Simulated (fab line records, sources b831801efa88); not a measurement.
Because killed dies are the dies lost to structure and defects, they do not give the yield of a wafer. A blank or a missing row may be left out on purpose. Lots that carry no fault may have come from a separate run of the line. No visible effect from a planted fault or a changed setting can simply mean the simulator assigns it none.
Comparing a struck lot with a sound one -- flow sky130 -- 15 steps out of a route of 708
Sound: wafers L742.1, L742.5, L742.6. Struck: wafer L753.2 (L753.4, L753.6, from the same lot, were not struck and are left out); the cause is given at the end.
Order at every step that has rows: each side's tool, ch and its chambers, its first start. Under that, the readings that differ: sound wafers -- struck wafers -- difference of the means -- sigmas: that difference in standard deviations of wafers without a fault.
alike: same words and numbers on both sides, and readings whose means sit less than 2 such deviations apart. not compared: any withheld reading, any reading some wafer has no value for, any bound like >300 that may hide the same value, and any number with overlapping values for which the record gives no deviation.
The two part at a step that has a row with sigmas, a row that says differs or no value, or rows on one side only. When numbers do not overlap yet have no deviation, they are printed without sigmas and do not part them. A reading that every wafer of one side lacks parts them only if that side has two wafers or more.

SKY_VIA4_OVL_MEAS_11:
  sound: overlay-01 at day 43 21:43; struck: overlay-01 at day 47 03:48
  alike: VIA4_OVL
then, 5 steps without rows for these wafers: SKY_VIA4_ETCH_12 (etches SiO2 in C4F8/O2/Ar, stops on TiN, target depth 580 nm); SKY_VIA4_STRIP_13 (strips in O2/N2); SKY_VIA4_STRIP_14 (strips in post etch residue remover, time 1200 s); SKY_VIA4_CLEAN_15 (cleans in IPA, time 180 s); SKY_VIA4_CLEAN_16 (cleans in O3/DIW).
SKY_VIA4_SPUTTER_17: material TiN, target thk 20 nm, time 80 s.
  sound: pvd_sputter-01 at day 43 22:28; struck: pvd_sputter-01 at day 47 04:30
  alike: chamber_pressure_pa, throttle_valve_pct
SKY_VIA4_CVD_18: deposits W, target thk 505 nm, time 152.14 s.
  sound on cvd_w-02 ch 0,1, day 43 22:31; struck on cvd_w-02 ch 0, day 47 04:34
  alike: heater_power_w
SKY_VIA4_RS_MEAS_19: a four-point-probe measurement.
  sound: film_metro-01 at day 43 22:40; struck: film_metro-01 at day 47 04:44
  alike: VIA4_W_RS
SKY_VIA4_THK_MEAS_20: measures by xrf.
  sound: film_metro-01 at day 43 22:47; struck: film_metro-01 at day 47 04:50
  alike: VIA4_W_THK
SKY_VIA4_CMP_21: polishes, stops on SiO2, t overpolish 25 s, target thk 0 nm.
  sound on cmp-02 ch 0,2,3, day 43 23:00; struck on cmp-02 ch 2, day 47 05:01
reading,sound,struck,difference,sigmas
slurry_flow_ml_min,149.6 150.2 148.8,150.6,+1.1,+2
  alike: motor_current_A, overpolish_run_s, retaining_ring_pressure_frac, time_to_endpoint_s
SKY_METAL5_SPUTTER_00: material Ti, target thk 15 nm, time 10 s.
  sound: pvd_sputter-02 at day 43 23:09; struck: pvd_sputter-03 at day 47 05:19
  alike: chamber_pressure_pa, throttle_valve_pct
SKY_METAL5_SPUTTER_01: material TiN, target thk 20 nm, time 16.7 s.
  sound: pvd_sputter-02 at day 43 23:11; struck: pvd_sputter-03 at day 47 05:20
reading,sound,struck,difference,sigmas
model.TiN_of_METAL5_SPUTTER_01.thk_nm (nm),19.97 19.88 20.19,29.88,+9.87,
  alike: chamber_pressure_pa, throttle_valve_pct
SKY_METAL5_SPUTTER_02: material AlCu, target thk 1150 nm, time 61.2 s.
  sound: pvd_sputter-02 at day 43 23:12; struck: pvd_sputter-03 at day 47 05:22
  alike: chamber_pressure_pa, throttle_valve_pct
SKY_PAD_OPEN_PROBE_99:
  sound wafers here have rows in the record (prober-02, day 46 18:35); struck ones have none

WHERE THEY PART
At SKY_VIA4_CMP_21 first; at SKY_PAD_OPEN_PROBE_99 last (within this record only).

WHY: whatever the simulator had introduced
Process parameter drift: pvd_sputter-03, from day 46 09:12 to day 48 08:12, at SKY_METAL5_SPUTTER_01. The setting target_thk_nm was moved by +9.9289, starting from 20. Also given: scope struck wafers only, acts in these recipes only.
